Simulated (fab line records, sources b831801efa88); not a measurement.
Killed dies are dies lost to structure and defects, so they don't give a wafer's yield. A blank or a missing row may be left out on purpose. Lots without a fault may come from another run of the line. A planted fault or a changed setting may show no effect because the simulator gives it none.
Which tool did it? | flow sky130 | 6 lots, 18 wafers sampled, at 3 steps of a route of 708

WHAT THE GAUGES READ, wafer by wafer
SKY_METAL4_CD_MEAS_13: target cd 300 nm.
lot  | measured     | on        | cd_nm (nm)
L625 | day 43 00:47 | cd_sem-01 | 301.4 299.6 300.2
L628 | day 44 08:59 | cd_sem-02 | 298.2 298.5 298.8
L634 | day 45 12:05 | cd_sem-01 | 298.5 298.5 298.5
L637 | day 46 09:26 | cd_sem-01 | 300.9 301.5 300.5
L641 | day 46 20:55 | cd_sem-02 | 160.6 120.4 239.6
L644 | day 47 15:56 | cd_sem-01 | 297.9 298.8 299.1

WHICH TOOL RAN EACH LOT (tool, then ch and the chambers of the sampled wafers, then the start)
lot  | SKY_METAL3_METAL_ETCH_18          | SKY_METAL4_EXPOSE_10
L625 | rie_metal-04 ch 0,1, day 39 22:10 | krf_scanner-02 ch 0, day 42 14:16
L628 | rie_metal-02 ch 0,1, day 41 07:39 | krf_scanner-01 ch 0, day 43 21:26
L634 | rie_metal-03 ch 0,1, day 42 12:55 | krf_scanner-02 ch 0, day 45 00:55
L637 | rie_metal-04 ch 0, day 43 12:17   | krf_scanner-01 ch 0, day 45 22:31
L641 | rie_metal-03 ch 0,1, day 44 03:22 | krf_scanner-01 ch 0, day 46 12:38
L644 | rie_metal-04 ch 1, day 44 23:09   | krf_scanner-02 ch 0, day 47 07:07
- SKY_METAL3_METAL_ETCH_18: etches the open film in Cl2/BCl3, stops on SiO2, target depth 845 nm, time 183.1 s.
- SKY_METAL4_EXPOSE_10: exposes mask MM4, target cd 300 nm.

THE ANSWER, worked out from the rows above alone
Rule: what is usual is taken from the lots themselves. Put in order of their means at a reading, lots are off if they are a third of the lots or fewer, leave a main group of 4 or more, and stand apart from it by a gap of 3 or more times the standard deviation of the main group's means; of several such gaps the widest counts. A main group whose means are all the same, to the digits that the tables above print for the reading, isn't used. A lot without any number at a reading at which 4 lots or more have one is off too. The other lots that the step has rows for count as sound.
Off: L641, at SKY_METAL4_CD_MEAS_13 (cd_nm). The main group: mean 299.4 nm, standard deviation 1.1.
A tool fits if, at a process step before that reading, it ran every lot that is off, and no sound lot after the first of them. The gauges at SKY_METAL4_CD_MEAS_13 are tried like those tools. Can't be told from this: 3 tools fit, rie_metal-03 at SKY_METAL3_METAL_ETCH_18, krf_scanner-01 at SKY_METAL4_EXPOSE_10, cd_sem-02 at SKY_METAL4_CD_MEAS_13.

WHAT THE SIMULATOR HAD PUT IN
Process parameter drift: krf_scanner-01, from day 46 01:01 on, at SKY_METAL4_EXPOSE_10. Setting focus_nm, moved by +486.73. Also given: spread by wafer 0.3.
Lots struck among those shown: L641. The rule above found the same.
